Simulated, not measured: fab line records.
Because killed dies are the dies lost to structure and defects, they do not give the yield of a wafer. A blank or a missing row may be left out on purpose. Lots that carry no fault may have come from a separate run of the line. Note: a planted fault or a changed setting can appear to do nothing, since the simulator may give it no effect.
A struck lot beside a sound one | flow gf180mcu | 17 steps out of a route of 602
Sound: the wafers L946.2, L946.5, L946.6. The struck wafers were L954.1, L954.3, L954.4. The cause comes at the end.
Per side, at each step with rows, come the tool, then ch with its chambers, and then its first start. Under that, the readings that differ: sound wafers | struck wafers | difference of the means | sigmas: that difference in standard deviations of wafers without a fault.
alike: a reading whose means differ by less than 2 such deviations, as well as words and numbers matching on both sides. not compared: withheld readings; readings where some wafer has no value; bounds like >300 that might hide an equal value; numbers whose values overlap and for which the record gives no deviation.
Wherever a step has rows on one side only, a row that says differs or no value, or a row with sigmas, the two part there. Numbers that have no deviation but don't overlap get no sigmas and don't part them. A reading missing from all wafers of one side parts the sides only when that side holds two or more wafers.

GF_VT_IMPLANT_OVL_MEAS_07:
  sound: overlay-02 at day 6 04:03; struck: overlay-02 at day 8 15:20
  alike: VT_IMPLANT_OVL
after that, 1 step had no rows for these wafers: GF_VT_IMPLANT_IMPLANT_08.
GF_VT_IMPLANT_STRIP_09: strips in O2/N2.
  sound on plasmaAsher-01 ch 0,1, day 6 04:14; struck on plasmaAsher-01 ch 0,1, day 8 15:32
  alike: chamberPressureMTorr, drypumpMotorCurrentA, heaterPowerW, oesProductAu, stripTimeToEndpointS
  not compared: rfHoursCounterH
GF_VT_IMPLANT_TW_MEAS_10:
  sound: filmMetro-03 at day 6 04:20; struck: filmMetro-01 at day 8 15:38
reading       | sound       | struck      | difference | sigmas
VT_IMPLANT_TW | 578 579 581 | 570 569 570 | -10        | -2
then, 7 steps without rows for these wafers: GF_VT_IMPLANT_DEHYDRATE_11 (time 60 s); GF_VT_IMPLANT_HMDS_12 (prime time 60 s); GF_VT_IMPLANT_COAT_13 (resist thk 1000 nm); GF_VT_IMPLANT_SOFTBAKE_14 (time 60 s); GF_VT_IMPLANT_EXPOSE_15 (exposes mask Nwell LV AREA, target cd 860 nm); GF_VT_IMPLANT_PEB_16; GF_VT_IMPLANT_DEVELOP_17 (develop time 60 s).
GF_VT_IMPLANT_OVL_MEAS_18:
  sound: overlay-01 at day 6 19:20; struck: overlay-02 at day 9 08:24
  alike: VT_IMPLANT_01_OVL
GF_VT_IMPLANT_IMPLANT_19:
  sound on implanter-04 ch 0, day 6 19:23; struck on implanter-04 ch 0, day 9 08:26
reading                  | sound                 | struck               | difference | sigmas
beamEnergyKeV            | 100.01 100.000 99.999 | 80.358 80.338 80.369 | -19.648    | -99 or more
model.implant.rpNm (nm)  | 56.96 56.96 56.96     | 47.61 47.61 47.61    | -9.35      | 
model.implant.drpNm (nm) | 24.08 24.08 24.08     | 20.24 20.24 20.24    | -3.84      | 
  alike: beamOnS
GF_VT_IMPLANT_STRIP_20: strips in O2/N2.
  sound on plasmaAsher-01 ch 0,1, day 6 19:31; struck on plasmaAsher-04 ch 0,1, day 9 08:35
reading                  | sound                | struck               | difference | sigmas
heaterPowerW (W)         | 347 349 318          | 303 310 311          | -30        | -2
stripTimeToEndpointS (s) | 12.652 12.670 12.642 | 12.597 12.598 12.587 | -0.061     | -2
  alike: chamberPressureMTorr, drypumpMotorCurrentA, oesProductAu
  not compared: rfHoursCounterH
GF_VT_IMPLANT_TW_MEAS_21:
  sound: filmMetro-01 at day 6 19:38; struck: filmMetro-03 at day 9 08:41
reading         | sound          | struck         | difference | sigmas
VT_IMPLANT_2_TW | 1215 1217 1211 | 1143 1148 1148 | -68        | -8
then, 2 steps without rows for these wafers: GF_VT_IMPLANT_DEHYDRATE_22 (time 60 s); GF_PASSIVATION_PROBE_99.

## WHERE THEY PART
Earliest at GF_VT_IMPLANT_TW_MEAS_10; latest, in this record, at GF_VT_IMPLANT_TW_MEAS_21.

WHY: what had been put in by the simulator
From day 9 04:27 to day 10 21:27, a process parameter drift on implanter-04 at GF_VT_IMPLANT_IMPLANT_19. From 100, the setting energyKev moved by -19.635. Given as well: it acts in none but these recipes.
